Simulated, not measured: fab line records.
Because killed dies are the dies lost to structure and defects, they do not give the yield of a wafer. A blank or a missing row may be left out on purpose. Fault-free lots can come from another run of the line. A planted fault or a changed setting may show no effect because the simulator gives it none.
A lot that was struck, set against a sound lot | flow sky130 | 17 steps out of a route of 708
Sound: the wafers L853.1, L853.3, L853.6. Struck: wafer L868.2 (left out: L868.3, L868.6 of the same lot, which were not struck); the cause appears at the end.
Each step with rows lists, per side, the tool, then ch with its chambers, then its first start. Under that, the readings that differ: sound wafers | struck wafers | difference of the means | sigmas: that difference in standard deviations of wafers without a fault.
alike: words and numbers the same on both sides, and readings whose means are apart by under 2 such deviations; not compared: readings that were withheld, readings missing a value for some wafer, numbers with overlapping values and no deviation given by the record, and bounds like >300 which may hide the same value.
Wherever a step has rows on one side only, a row that says differs or no value, or a row with sigmas, the two part there. When numbers do not overlap yet have no deviation, they are printed without sigmas and do not part them. A reading that every wafer of one side lacks parts them only if that side has two wafers or more.

SKY_POLY_GATE_THK_MEAS_04:
  sound on film metro-01 at day 16 19:14; struck on film metro-01 at day 21 20:12
  alike: POLY_GATE_CVD_03_THK
then, 8 steps without rows for these wafers: SKY_POLY_GATE_DEHYDRATE_05 (time 60 s); SKY_POLY_GATE_HMDS_06 (prime time 60 s); SKY_POLY_GATE_COAT_07 (resist thk 112.1 nm); SKY_POLY_GATE_COAT_08 (resist thk 450 nm); SKY_POLY_GATE_SOFTBAKE_09 (time 90 s); SKY_POLY_GATE_EXPOSE_10 (exposes mask P1M, target cd 150 nm); SKY_POLY_GATE_PEB_11; SKY_POLY_GATE_DEVELOP_12 (develop time 60 s).
SKY_POLY_GATE_CD_MEAS_13: target cd 150 nm.
  sound on cd sem-02 at day 17 23:34; struck on cd sem-01 at day 23 02:20
  reading    | sound             | struck | difference | sigmas
  cd nm (nm) | 152.1 152.2 151.1 | 149.1  | -2.7       | -2
SKY_POLY_GATE_OVL_MEAS_14:
  sound on overlay-01 at day 17 23:41; struck on overlay-02 at day 23 02:26
  reading            | sound | struck | difference | sigmas
  POLY_GATE_OVL (nm) | 7 3 6 | -9     | -14        | -2
SKY_POLY_GATE_ETCH_15: etches BARC in N2/H2, stops on SiO2, time 118.5 s, target depth 110 nm.
  sound on rie diel-04 ch 0,1,2, day 17 23:43; struck on rie diel-03 ch 0, day 23 02:28
  reading                     | sound       | struck | difference | sigmas
  drypump motor current A (A) | 5.6 4.9 4.8 | 6.4    | +1.3       | +3
  alike: oes product au, throttle valve pct
  not compared: rf hours counter h
SKY_POLY_GATE_ETCH_16: etches Si3N4 in CH3F/O2, stops on poly-Si, time 147.5 s, target depth 75 nm.
  sound on rie diel-04 ch 0,1,2, day 17 23:49; struck on rie diel-03 ch 0, day 23 02:34
  reading                                          | sound             | struck | difference | sigmas
  drypump motor current A (A)                      | 5.6 4.8 4.8       | 6.4    | +1.3       | +3
  model.KrF-thick_of_POLY_GATE_COAT_08.thk nm (nm) | 236.7 238.4 231.9 | 269.9  | +34.2      |
  alike: oes product au, throttle valve pct
  not compared: rf hours counter h
SKY_POLY_GATE_ETCH_17: etches poly-Si in HBr/Cl2, stops on SiO2, target depth 180 nm, time 70.5 s.
  sound on rie si-02 ch 0,1,3, day 17 23:55; struck on rie si-01 ch 1, day 23 02:39
  reading                                          | sound                | struck | difference | sigmas
  throttle valve pct (%)                           | 33.700 33.688 33.700 | 33.658 | -0.038     | -4
  model.KrF-thick_of_POLY_GATE_COAT_08.thk nm (nm) | 142.9 143.6 138.2    | 175    | +33        |
  alike: drypump motor current A, mfc cl2 sccm, oes product au
  not compared: rf hours counter h
SKY_POLY_GATE_STRIP_18: strips in O2/N2.
  sound on plasma asher-04 ch 0,1, day 17 23:58; struck on plasma asher-02 ch 0, day 23 02:43
  reading                      | sound             | struck | difference | sigmas
  oes product au (a.u.)        | 0.365 0.363 0.370 | 0.380  | +0.014     | +3
  strip time to endpoint s (s) | 3.21 3.24 3.18    | 3.56   | +0.35      | +9
  alike: drypump motor current A
  not compared: rf hours counter h
then, 1 step without rows for these wafers: SKY_POLY_GATE_CLEAN_19 (cleans in SC1/SC2, time 150 s).
-- record jumps: 27 days separate the struck wafers' starts on either side; left off in module POLY_GATE, taken up again in module PAD_OPEN, whose first shown step is the route's number 708 --
SKY_PAD_OPEN_PROBE_99:
  only the struck wafers here have rows in the record (prober-02, day 50 03:21); the sound ones have none

## WHERE THEY PART
At SKY_POLY_GATE_CD_MEAS_13 first; at SKY_PAD_OPEN_PROBE_99 last (within this record only).

WHY: what had been put in by the simulator
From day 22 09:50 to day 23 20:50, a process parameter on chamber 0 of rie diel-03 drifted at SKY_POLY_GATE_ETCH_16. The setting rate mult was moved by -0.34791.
